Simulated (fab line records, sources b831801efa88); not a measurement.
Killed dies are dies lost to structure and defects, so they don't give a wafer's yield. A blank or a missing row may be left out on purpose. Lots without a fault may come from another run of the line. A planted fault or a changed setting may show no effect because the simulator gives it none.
One fault seen from 2 desks | flow gf180mcu | each desk has only its own numbers; what lay behind them comes last

THE METROLOGY DESK
What the gauges read, lot by lot, whatever tool the lot ran on: means of the sampled wafers that have a number. A lot is out of limits, marked OUT, if its mean lies more than 4 standard deviations from the usual mean; the brackets give that distance.
Columns: A = cd_nm at GF_V5_CD_MEAS_14, usual 260.0 nm; B = V5_OVL at GF_V5_OVL_MEAS_15, usual 2 nm
lot  | first seen here | A     | B
L372 | day 29 21:49    | 260.6 | 3
L373 | day 30 05:13    | 258.8 | -1
L374 | day 30 14:03    | 260.6 | 3
L379 | day 31 17:27    | 257.7 | 5
L383 | day 32 15:28    | 259.8 | 1
L385 | day 33 16:29    | 261.7 | 3
This desk's finding: nothing out of limits on any of the 6 lots.

THE TOOL OWNER'S DESK: pvd_sputter-03
The tool's own readings at GF_V5_SPUTTER_21 (material Ti, target thk 15 nm, time 80.02 s): means of the sampled wafers that have a number, for each lot that ran on this tool. A lot is out of limits, marked OUT, if its mean lies more than 4 standard deviations from the usual mean; the brackets give that distance.
Columns: A = throttle_valve_pct at GF_V5_SPUTTER_21, usual 30.4 %
lot  | first seen here | A
L372 | day 29 22:42    | 30.4
L374 | day 30 14:55    | 31.2
L379 | day 31 18:19    | 31.2
This desk's finding: nothing out of limits on any of the 3 lots.

PUT TOGETHER
The metrology desk saw nothing out of limits.
The tool owner's desk saw nothing out of limits.

WHAT THE SIMULATOR HAD PUT IN
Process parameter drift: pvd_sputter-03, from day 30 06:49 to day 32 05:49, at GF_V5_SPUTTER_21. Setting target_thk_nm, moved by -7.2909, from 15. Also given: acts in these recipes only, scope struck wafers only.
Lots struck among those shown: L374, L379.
